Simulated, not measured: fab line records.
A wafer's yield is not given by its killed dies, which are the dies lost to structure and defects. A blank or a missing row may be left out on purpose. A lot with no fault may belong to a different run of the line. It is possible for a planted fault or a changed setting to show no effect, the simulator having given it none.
fab line records -- flow sky130
record: lots: 6, wafers: 18, last_day: 50
route steps=708 shown LI_CONTACT@369 PAD_OPEN@708
lots that met no fault: taken from a fault-free run of the same line
start_h: start of the lot's first displayed wafer, in hours after the record's first day -- wait_h: hours elapsed since this lot's preceding step -- " unchanged from the row above -- L1.1+2: a row that stands for several wafers -- - either no value or no given start -- * or withheld: withheld -- < > ~ a bound
route shown NAME@n: names a module that has steps shown in the file, with the first one's number in the route -- usual: average and standard deviation across the fault-free wafers -- same: alike in all rows -- chamber/n: place in a boat -- sites: per-site readings -- _std_site: standard deviation across them -- _edge_site: inner sites' mean taken away from outer sites' mean -- radius_mm: for every site, how far away it sits from the centre of the wafer -- mask NAME#n: copy n -- behind: the tool/chamber that last shaped the wafer -- hold: the reason the lot was held/the length of the hold in hours/how it ended -- device: whichever transistor did not switch (one of n, p or np) -- end of line: at the end of the route, the tests of the same wafers -- step lacking rows: just its recipe -- killed: the dies lost at the first sort to structure and to defects; this is not the yield of the wafer -- map: per-die view of a wafer (x killed, . not killed, _ where there is no die)
set.NAME: the setting that was run; set.NAME@STEP: the one run at that earlier step -- model.NAME: the simulator's own value behind a step, which no gauge read
certain route steps with their lots: each step a table, each wafer a row
services: from which hour (start_h, from the record's first day; less than 0 if before it) a tool's chamber was out of use, for how many hours, and why
== steps ==
step: SKY_LI_CONTACT_COAT_07
recipe: resist: KrF-thick, spin_rpm: 3000, resist_thk_nm: 450
step: SKY_LI_CONTACT_SOFTBAKE_08
recipe: temp_c: 100, time_s: 90, resist: KrF-thick
step: SKY_LI_CONTACT_EXPOSE_09
recipe: mask_id: LICM1, na: 0.8, source_shape: annular, sigma_inner: 0.55, sigma_outer: 0.85, target_cd_nm: 170, dose_mj: 38
step: SKY_LI_CONTACT_PEB_10
recipe: peb_temp_c: withheld, peb_time_s: withheld, resist: KrF-thick
step: SKY_LI_CONTACT_DEVELOP_11
recipe: develop_time_s: 60, resist: KrF-thick, dev_temp_c: 21
step: SKY_LI_CONTACT_CD_MEAS_12
recipe: target_cd_nm: 170
usual: cd_nm: 170.2/1.6
lot.wafer,tool,chamber,start_h,wait_h,cd_nm
L435.1,cd_sem-01,-,724.07,-,170.3
L435.5,cd_sem-01,-,724.07,-,170.0
L435.6,cd_sem-01,-,724.07,-,169.3
L437.1,cd_sem-02,-,738.32,-,171.1
L437.2,cd_sem-02,-,738.32,-,170.9
L437.5,cd_sem-02,-,738.32,-,170.5
L441.1,cd_sem-02,-,757.80,-,168.0
L441.2,cd_sem-02,-,757.80,-,170.7
L441.4,cd_sem-02,-,757.80,-,169.9
L444.4,cd_sem-02,-,779.67,-,172.4
L444.5,cd_sem-02,-,779.67,-,173.0
L444.6,cd_sem-02,-,779.67,-,172.8
L450.2,cd_sem-02,-,830.53,-,169.6
L450.3,cd_sem-02,-,830.53,-,168.7
L450.6,cd_sem-02,-,830.53,-,168.5
L453.1,cd_sem-01,-,848.85,-,169.8
L453.5,cd_sem-01,-,848.85,-,169.9
L453.6,cd_sem-01,-,848.85,-,168.7
step: SKY_LI_CONTACT_OVL_MEAS_13
usual: LI_CONTACT_OVL: -1/5.1
lot.wafer,tool,chamber,start_h,wait_h,LI_CONTACT_OVL[nm]
L435.1,overlay-01,-,724.19,0.1,0
L435.5,overlay-01,-,724.19,0.1,-1
L435.6,overlay-01,-,724.19,0.1,-11
L437.1,overlay-01,-,738.44,0.1,-6
L437.2,overlay-01,-,738.44,0.1,6
L437.5,overlay-01,-,738.44,0.1,0
L441.1,overlay-02,-,757.92,0.1,-4
L441.2,overlay-02,-,757.92,0.1,0
L441.4,overlay-02,-,757.92,0.1,-1
L444.4,overlay-01,-,779.75,0.1,-7
L444.5,overlay-01,-,779.75,0.1,-2
L444.6,overlay-01,-,779.75,0.1,-14
L450.2,overlay-02,-,830.64,0.1,-2
L450.3,overlay-02,-,830.64,0.1,-1
L450.6,overlay-02,-,830.64,0.1,-9
L453.1,overlay-02,-,848.97,0.1,4
L453.5,overlay-02,-,848.97,0.1,9
L453.6,overlay-02,-,848.97,0.1,3
step: SKY_LI_CONTACT_ETCH_14
recipe: chemistry: N2/H2, target: BARC, ion_energy_ev: 200, source_w: 500, bias_w: 100, pressure_mtorr: 30, n2_flow_sccm: 100, h2_flow_sccm: 200, stop_on: SiO2, time_s: 45.9, target_depth_a: 600
usual: chamber_pressure_mTorr: 29.994/0.027, drypump_motor_current_A: 5.4/0.31, n2_flow_sccm: 100.0/0.32, oes_product_au: 0.855/0.0047, throttle_valve_pct: 13.225/0.0093
lot.wafer,tool,chamber,start_h,wait_h,chamber_pressure_mTorr,drypump_motor_current_A,n2_flow_sccm,oes_product_au,rf_hours_counter_h,throttle_valve_pct
L435.1,rie_diel-03,0,724.23,0.0,29.977,5.4,99.7,0.866,10,13.229
L435.5,rie_diel-03,3,724.23,0.0,29.970,5.0,100.0,0.853,-,13.241
L435.6,rie_diel-03,0,724.23,0.0,30.020,5.4,100.2,0.857,-,13.231
L437.1,rie_diel-03,2,738.48,0.0,30.026,5.3,99.7,0.858,14,13.228
L437.2,rie_diel-03,1,738.48,0.0,30.010,5.4,100.4,0.856,7,13.229
L437.5,rie_diel-03,1,738.48,0.0,29.986,5.4,99.9,0.859,-,13.213
L441.1,rie_diel-03,1,757.96,0.0,30.054,5.4,100.1,0.848,7,13.224
L441.2,rie_diel-03,2,757.96,0.0,29.946,5.3,100.0,0.854,14,13.226
L441.4,rie_diel-03,0,757.96,0.0,29.977,5.4,99.8,0.865,11,13.216
L444.4,rie_diel-03,1,779.77,0.0,29.983,5.4,99.4,0.850,8,13.244
L444.5,rie_diel-03,3,779.77,0.0,30.010,5.0,100.7,0.855,-,13.218
L444.6,rie_diel-03,2,779.77,0.0,30.004,5.3,99.8,0.858,-,13.225
L450.2,rie_diel-03,3,830.67,0.0,30.009,4.9,100.0,0.852,5,13.226
L450.3,rie_diel-03,1,830.67,0.0,29.969,5.4,100.0,0.853,9,13.226
L450.6,rie_diel-03,2,830.67,0.0,30.010,5.2,100.4,0.855,-,13.207
L453.1,rie_diel-01,2,849.01,0.0,30.026,4.9,99.8,0.853,13,13.233
L453.5,rie_diel-01,1,849.01,0.0,30.001,5.8,100.6,0.862,-,13.215
L453.6,rie_diel-01,2,849.01,0.0,30.055,4.9,100.1,0.853,-,13.233
step: SKY_LI_CONTACT_ETCH_15
recipe: target: PSG, chemistry: C4F8/O2/Ar, stop_on: Si, taper_deg: 4.15, mask_material: KrF-thick, source_w: 1500, bias_w: 1200, pressure_mtorr: 40, c4f8_flow_sccm: withheld, O2_flow_sccm: 6, Ar_flow_sccm: 300, time_s: withheld, target_depth_a: 6000
usual: chamber_pressure_mTorr: 40.00/0.035, oes_product_au: 0.837/0.0041
lot.wafer,tool,chamber,start_h,wait_h,chamber_pressure_mTorr,oes_product_au
L435.1,rie_diel-03,0,724.27,0.0,40.00,0.839
L435.5,rie_diel-03,3,724.27,0.0,40.01,0.835
L435.6,rie_diel-03,0,724.27,0.0,40.04,0.834
L437.1,rie_diel-03,2,738.52,0.0,39.96,0.839
L437.2,rie_diel-03,1,738.52,0.0,40.03,0.831
L437.5,rie_diel-03,1,738.52,0.0,40.02,0.842
L441.1,rie_diel-03,1,758.00,0.0,40.06,0.838
L441.2,rie_diel-03,2,758.00,0.0,40.00,0.838
L441.4,rie_diel-03,0,758.00,0.0,40.05,0.842
L444.4,rie_diel-03,1,779.81,0.0,39.95,0.837
L444.5,rie_diel-03,3,779.81,0.0,39.97,0.834
L444.6,rie_diel-03,2,779.81,0.0,39.96,0.835
L450.2,rie_diel-03,3,830.71,0.0,39.98,0.838
L450.3,rie_diel-03,1,830.71,0.0,40.00,0.839
L450.6,rie_diel-03,2,830.71,0.0,39.98,0.839
L453.1,rie_diel-01,2,849.05,0.0,40.04,0.838
L453.5,rie_diel-01,1,849.05,0.0,40.01,0.840
L453.6,rie_diel-01,2,849.05,0.0,40.01,0.835
step: SKY_LI_CONTACT_STRIP_16
recipe: chemistry: O2/N2, power_w: 1400, pressure_mtorr: 1500, platen_temp_c: withheld, o2_flow_sccm: 3000, n2_flow_sccm: 300, overash_fraction: 0.5
usual: chamber_pressure_mTorr: 1499.9/1.3, drypump_motor_current_A: 5.7/0.37, n2_flow_sccm: 300.2/0.88, oes_product_au: 0.376/0.0046, strip_time_to_endpoint_s: 3.50/0.038
lot.wafer,tool,chamber,start_h,wait_h,chamber_pressure_mTorr,drypump_motor_current_A,n2_flow_sccm,oes_product_au,rf_hours_counter_h,strip_time_to_endpoint_s
L435.1,plasma_asher-04,1,724.35,-,1501.4,6.0,299.1,0.381,29,3.50
L435.5,plasma_asher-04,0,724.35,-,1503.0,5.7,301.0,0.378,-,3.49
L435.6,plasma_asher-04,1,724.35,-,1499.6,6.0,299.3,0.373,-,3.50
L437.1,plasma_asher-04,1,738.60,-,1500.9,6.0,298.8,0.375,31,3.58
L437.2,plasma_asher-04,0,738.60,-,1498.6,5.7,299.2,0.377,31,3.53
L437.5,plasma_asher-04,1,738.60,-,1500.6,6.0,299.7,0.377,-,3.53
L441.1,plasma_asher-01,1,758.08,-,1500.0,5.5,300.4,0.376,2,3.57
L441.2,plasma_asher-01,0,758.08,-,1502.6,5.3,300.5,0.373,2,3.56
L441.4,plasma_asher-01,1,758.08,-,1498.7,5.5,298.7,0.374,-,3.51
L444.4,plasma_asher-01,0,779.93,-,1499.2,5.3,301.5,0.379,-,3.50
L444.5,plasma_asher-01,0,779.93,-,1501.9,5.3,300.7,0.363,-,3.39
L444.6,plasma_asher-01,1,779.93,-,1500.2,5.5,299.7,0.377,-,3.53
L450.2,plasma_asher-04,1,830.80,-,1502.6,6.0,299.9,0.377,40,3.42
L450.3,plasma_asher-04,0,830.80,-,1500.0,5.7,300.1,0.387,-,3.57
L450.6,plasma_asher-04,1,830.80,-,1501.4,6.0,300.7,0.383,-,3.59
L453.1,plasma_asher-02,0,849.13,-,1500.8,5.1,299.4,0.375,72,3.46
L453.5,plasma_asher-02,1,849.13,-,1499.2,6.2,299.3,0.377,-,3.48
L453.6,plasma_asher-02,0,849.13,-,1500.3,5.1,300.0,0.369,-,3.49
step: SKY_LI_CONTACT_CLEAN_17
recipe: chemistry: NMP, time_s: 600, temp_c: 60, dry: n2_spin
step: SKY_LI_CONTACT_PRE_CLEAN_18
recipe: gas: Ar, time_s: 5.6, bias_v: 358
step: SKY_LI_CONTACT_SPUTTER_19
recipe: material: Ti, target_thk_nm: 20, chamber_pressure_pa: 5, power_w: 2500, substrate_temp_c: 200, time_s: 106.37
usual: cathode_dc_power_W: 2500.0/0.48, throttle_valve_pct: 29.3/1
lot.wafer,tool,chamber,start_h,wait_h,cathode_dc_power_W,throttle_valve_pct,model.Ti_of_LI_CONTACT_SPUTTER_19.thk_nm
L435.1,pvd_sputter-04,-,724.65,0.0,2499.5,30.5,19.72
L435.5,pvd_sputter-04,-,724.65,0.0,2500.2,29.6,20.07
L435.6,pvd_sputter-04,-,724.65,0.0,2499.2,28.3,19.55
L437.1,pvd_sputter-02,-,738.90,0.0,2498.9,28.3,19.27
L437.2,pvd_sputter-02,-,738.90,0.0,2500.7,28.3,19.4
L437.5,pvd_sputter-02,-,738.90,0.0,2500.4,30.2,19.59
L441.1,pvd_sputter-02,-,758.38,0.0,2500.5,30.6,15.1
L441.2,pvd_sputter-02,-,758.38,0.0,2500.0,30.1,15.6
L441.4,pvd_sputter-02,-,758.38,0.0,2499.7,28.3,15.38
L444.4,pvd_sputter-02,-,780.19,0.0,2499.2,30.6,15.36
L444.5,pvd_sputter-02,-,780.19,0.0,2499.7,28.4,15.59
L444.6,pvd_sputter-02,-,780.19,0.0,2500.1,28.1,15.53
L450.2,pvd_sputter-03,-,831.09,0.0,2500.4,28.6,19.59
L450.3,pvd_sputter-03,-,831.09,0.0,2498.9,31.0,19.8
L450.6,pvd_sputter-03,-,831.09,0.0,2500.4,28.4,19.52
L453.1,pvd_sputter-04,-,849.43,0.0,2499.1,30.1,20.18
L453.5,pvd_sputter-04,-,849.43,0.0,2500.1,28.3,19.74
L453.6,pvd_sputter-04,-,849.43,0.0,2500.1,29.6,20.07
step: SKY_LI_CONTACT_SPUTTER_20
recipe: material: TiN, target_thk_nm: 20, chamber_pressure_pa: 5, power_w: 4000, time_s: 80
usual: cathode_dc_power_W: 4000.0/0.76, throttle_valve_pct: 29.3/1
lot.wafer,tool,chamber,start_h,wait_h,cathode_dc_power_W,throttle_valve_pct
L435.1,pvd_sputter-04,-,724.73,0.0,3999.9,30.2
L435.5,pvd_sputter-04,-,724.73,0.0,4001.2,29.8
L435.6,pvd_sputter-04,-,724.73,0.0,4002.2,28.4
L437.1,pvd_sputter-02,-,738.98,0.0,3999.0,28.4
L437.2,pvd_sputter-02,-,738.98,0.0,4000.8,28.4
L437.5,pvd_sputter-02,-,738.98,0.0,4000.7,30.1
L441.1,pvd_sputter-02,-,758.45,0.0,4000.0,30.9
L441.2,pvd_sputter-02,-,758.45,0.0,4000.2,30.1
L441.4,pvd_sputter-02,-,758.45,0.0,4000.0,28.4
L444.4,pvd_sputter-02,-,780.27,0.0,4000.1,30.5
L444.5,pvd_sputter-02,-,780.27,0.0,4000.4,28.4
L444.6,pvd_sputter-02,-,780.27,0.0,3999.8,28.3
L450.2,pvd_sputter-03,-,831.17,0.0,4000.7,28.6
L450.3,pvd_sputter-03,-,831.17,0.0,3999.0,31.2
L450.6,pvd_sputter-03,-,831.17,0.0,3999.9,28.2
L453.1,pvd_sputter-04,-,849.51,0.0,3999.6,30.3
L453.5,pvd_sputter-04,-,849.51,0.0,4000.6,28.6
L453.6,pvd_sputter-04,-,849.51,0.0,3999.8,29.7
step: SKY_PAD_OPEN_PROBE_99
usual: killed_at_M0_to_M3: 44/6.4, killed_at_M4_up: 3.0/1.8, killed_at_contacts: 24/5, killed_at_front_end: 16/4.3, killed_at_other: 0.4/0.76, killed_dies: 88/8.6, killed_open: 47/7.2, killed_short: 40/5.5
same: gross_dies: 492, killed_at_back_side: 0
lot.wafer,tool,chamber,start_h,wait_h,killed_at_M0_to_M3,killed_at_M4_up,killed_at_contacts,killed_at_front_end,killed_at_other,killed_dies,killed_open,killed_short,model.etest.licon_ndiff.rc_ohm,model.etest.licon_poly.rc_ohm
L435.1,prober-02,-,1112.16,0.1,45,0,22,16,0,83,49,32,183.6,152.9
L435.5,prober-02,-,1112.36,0.2,48,1,20,15,0,84,43,39,173.3,154.4
L435.6,prober-02,-,1112.41,0.2,52,1,22,15,1,91,56,35,183.6,154.3
L437.1,prober-02,-,1119.43,0.1,44,7,20,16,1,88,41,46,189.2,152.6
L437.2,prober-02,-,1119.48,0.1,51,5,25,16,0,97,52,45,187.9,148.9
L437.5,prober-02,-,1119.63,0.2,33,3,19,23,1,79,42,37,181.7,155.1
L441.1,prober-02,-,1134.21,0.1,47,7,19,20,0,93,43,49,201.4,162.9
L441.2,prober-02,-,1134.26,0.1,37,3,22,23,1,86,50,36,200.8,163.3
L441.4,prober-02,-,1134.36,0.2,47,3,22,21,0,93,56,37,202.3,157
L444.4,prober-01,-,1149.67,0.2,44,1,23,15,0,83,51,32,186.5,159.5
L444.5,prober-01,-,1149.72,0.2,43,2,20,11,1,77,39,38,188.6,157.3
L444.6,prober-01,-,1149.77,0.2,45,1,21,14,1,82,42,40,196.9,158.8
L450.2,prober-01,-,1183.51,0.1,51,3,23,21,1,99,48,51,178.5,149.5
L450.3,prober-01,-,1183.56,0.2,56,2,12,20,0,90,48,42,187.1,159.5
L450.6,prober-01,-,1183.71,0.2,42,3,20,16,0,81,45,36,190.6,158.4
L453.1,prober-02,-,1195.44,0.1,45,7,23,23,0,98,50,48,179.4,152.5
L453.5,prober-02,-,1195.64,0.2,48,5,27,14,0,94,46,48,178.4,155.4
L453.6,prober-02,-,1195.69,0.2,43,3,29,16,0,91,52,39,182.8,152.3
killed by level:class
L435.1 CONTACT:geometric_particle:open=10 VIA2:geometric_particle:open=10 VIA1:geometric_particle:open=8 LI_CONTACT:geometric_particle:open=5 METAL2:geometric_particle:short=5 POLY_GATE:geometric_particle:open=4 LOCAL_INTERCONNECT:geometric_particle:short=4 METAL3:geometric_particle:short=4
L435.5 VIA2:geometric_particle:open=10 VIA1:geometric_particle:open=8 CONTACT:geometric_particle:open=7 METAL1:geometric_particle:short=6 LOCAL_INTERCONNECT:geometric_particle:short=5 POLY_GATE:geometric_particle:open=4 LI_CONTACT:geometric_particle:open=4 CONTACT:geometric_particle:short=4
L435.6 CONTACT:geometric_particle:open=14 VIA3:geometric_particle:open=10 VIA1:geometric_particle:open=10 METAL1:geometric_particle:short=8 FIELD_ISO:geometric_particle:short=5 FIELD_ISO:geometric_particle:open=5 METAL2:geometric_particle:short=5 VIA2:geometric_particle:open=5
L437.1 VIA2:geometric_particle:open=9 LI_CONTACT:geometric_particle:open=7 VIA1:geometric_particle:open=7 VIA1:geometric_particle:short=6 METAL4:geometric_particle:short=6 METAL1:geometric_particle:short=6 CONTACT:geometric_particle:open=6 FIELD_ISO:geometric_particle:short=5
L437.2 CONTACT:geometric_particle:open=12 VIA1:geometric_particle:open=8 VIA2:geometric_particle:open=8 METAL3:geometric_particle:short=7 METAL2:geometric_particle:short=7 VIA2:geometric_particle:short=7 LI_CONTACT:geometric_particle:open=6 VIA3:geometric_particle:open=4
L437.5 CONTACT:geometric_particle:open=11 POLY_GATE:geometric_particle:open=6 VIA3:geometric_particle:open=6 FIELD_ISO:geometric_particle:short=5 VIA1:geometric_particle:open=5 FIELD_ISO:geometric_particle:open=4 METAL3:geometric_particle:short=4 VIA3:geometric_particle:short=4
L441.1 CONTACT:geometric_particle:open=10 METAL2:geometric_particle:short=10 VIA1:geometric_particle:open=7 VIA3:geometric_particle:open=6 FIELD_ISO:geometric_particle:open=5 FIELD_ISO:geometric_particle:short=5 METAL4:geometric_particle:short=5 POLY_GATE:geometric_particle:open=4
L441.2 VIA1:geometric_particle:open=11 FIELD_ISO:geometric_particle:open=8 LI_CONTACT:geometric_particle:open=7 METAL1:geometric_particle:short=6 CONTACT:geometric_particle:open=6 CONTACT:geometric_particle:short=5 VIA3:geometric_particle:open=5 POLY_GATE:geometric_particle:open=4
L441.4 CONTACT:geometric_particle:open=10 VIA1:geometric_particle:open=8 LI_CONTACT:geometric_particle:open=7 VIA3:geometric_particle:open=7 POLY_GATE:geometric_particle:open=6 VIA2:geometric_particle:open=6 METAL2:geometric_particle:short=5 METAL1:geometric_particle:short=5
L444.4 VIA2:geometric_particle:open=10 VIA1:geometric_particle:open=9 LI_CONTACT:geometric_particle:open=8 CONTACT:geometric_particle:open=8 VIA1:geometric_particle:short=6 POLY_GATE:geometric_particle:short=5 VIA3:geometric_particle:open=5 METAL2:geometric_particle:short=4
L444.5 VIA2:geometric_particle:open=8 LI_CONTACT:geometric_particle:open=7 METAL1:geometric_particle:short=7 METAL2:geometric_particle:short=7 CONTACT:geometric_particle:open=6 VIA1:geometric_particle:short=5 VIA2:geometric_particle:short=4 FIELD_ISO:geometric_particle:open=3
L444.6 CONTACT:geometric_particle:open=9 VIA1:geometric_particle:open=9 VIA1:geometric_particle:short=8 METAL1:geometric_particle:short=7 VIA2:geometric_particle:open=5 LI_CONTACT:geometric_particle:open=4 METAL3:geometric_particle:short=4 FIELD_ISO:geometric_particle:open=3
L450.2 VIA1:geometric_particle:short=8 VIA1:geometric_particle:open=8 VIA2:geometric_particle:open=8 VIA3:geometric_particle:open=7 LI_CONTACT:geometric_particle:open=6 METAL2:geometric_particle:short=6 POLY_GATE:geometric_particle:open=5 LI_CONTACT:geometric_particle:short=5
L450.3 VIA1:geometric_particle:open=14 VIA1:geometric_particle:short=9 FIELD_ISO:geometric_particle:open=6 VIA3:geometric_particle:open=6 METAL2:geometric_particle:short=6 VIA2:geometric_particle:open=6 POLY_GATE:geometric_particle:open=5 LI_CONTACT:geometric_particle:open=5
L450.6 VIA1:geometric_particle:open=13 CONTACT:geometric_particle:open=7 VIA2:geometric_particle:open=6 POLY_GATE:geometric_particle:short=5 VIA3:geometric_particle:open=5 METAL1:geometric_particle:short=5 METAL2:geometric_particle:short=5 FIELD_ISO:geometric_particle:open=4
L453.1 VIA1:geometric_particle:open=12 METAL1:geometric_particle:short=9 LI_CONTACT:geometric_particle:open=7 CONTACT:geometric_particle:open=7 FIELD_ISO:geometric_particle:open=6 METAL4:geometric_particle:short=6 FIELD_ISO:geometric_particle:short=5 VIA3:geometric_particle:open=5
L453.5 LI_CONTACT:geometric_particle:open=10 VIA2:geometric_particle:short=9 METAL1:geometric_particle:short=7 VIA1:geometric_particle:open=7 FIELD_ISO:geometric_particle:open=6 LI_CONTACT:geometric_particle:short=6 METAL2:geometric_particle:short=6 CONTACT:geometric_particle:open=5
L453.6 VIA1:geometric_particle:open=12 CONTACT:geometric_particle:open=11 METAL1:geometric_particle:short=9 LI_CONTACT:geometric_particle:open=8 VIA2:geometric_particle:open=7 FIELD_ISO:geometric_particle:short=6 CONTACT:geometric_particle:short=5 POLY_GATE:geometric_particle:open=3
== services ==
tool,chamber,start_h,hours,kind
plasma_asher-02,-,700.98,5.1,repair
rie_diel-03,-,704.19,0.5,repair
plasma_asher-01,-,733.75,9.0,pm
plasma_asher-01,0,733.75,9.0,vent_cycle
plasma_asher-01,1,733.75,9.0,vent_cycle
plasma_asher-01,0,742.75,-,clean
plasma_asher-01,1,742.75,-,clean
rie_diel-01,-,745.83,15.6,pm
pvd_sputter-02,-,749.18,2.4,repair
rie_diel-01,3,761.43,-,clean
rie_diel-01,3,761.43,14.9,scheduled_down
rie_diel-01,3,761.43,14.9,vent_cycle
pvd_sputter-02,-,763.52,12.5,repair
rie_diel-03,1,782.40,21.7,repair
plasma_asher-04,-,787.64,0.7,repair
pvd_sputter-04,-,793.85,1.6,repair
pvd_sputter-03,1,796.03,-,consumable_replace:kit
pvd_sputter-03,1,796.03,18.0,scheduled_down
pvd_sputter-03,1,796.03,18.0,vent_cycle
pvd_sputter-03,-,807.58,1.4,repair
pvd_sputter-04,3,832.59,-,consumable_replace:kit
pvd_sputter-04,3,832.59,18.0,scheduled_down
pvd_sputter-04,3,832.59,18.0,vent_cycle
rie_diel-01,-,849.51,0.2,repair
== key ==
first_sign none at tools or gauges
model_effect: step: SKY_LI_CONTACT_SPUTTER_19, value: Ti_of_LI_CONTACT_SPUTTER_19.thk_nm, without: 19.6, struck: 15.43
model_effect: step: SKY_PAD_OPEN_PROBE_99, value: etest.licon_ndiff.rc_ohm, without: 183.2, struck: 196.1
met_at SKY_LI_CONTACT_SPUTTER_19
struck_wafers L441.1,L441.2,L441.4,L444.4,L444.5,L444.6
tester_left_out L441,L444
onset_between 738.90 758.38
also_fits SKY_LI_CONTACT_STRIP_16:plasma_asher-01
fault: kind: process_parameter_drift, tool: pvd_sputter-02, chamber: -, onset_h: 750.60, steps: SKY_LI_CONTACT_SPUTTER_19, channel: time_s, offset: *, shape: step, end_h: 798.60, acts_in: *, stated: *
tester_left_out: of these lots the tester's yield and bins aren't shown, on N5 and GAA mostly nor the transistor test; their killed dies are dies lost to structure and defects alone, not to doping, threshold or leakage, so they don't give the yield
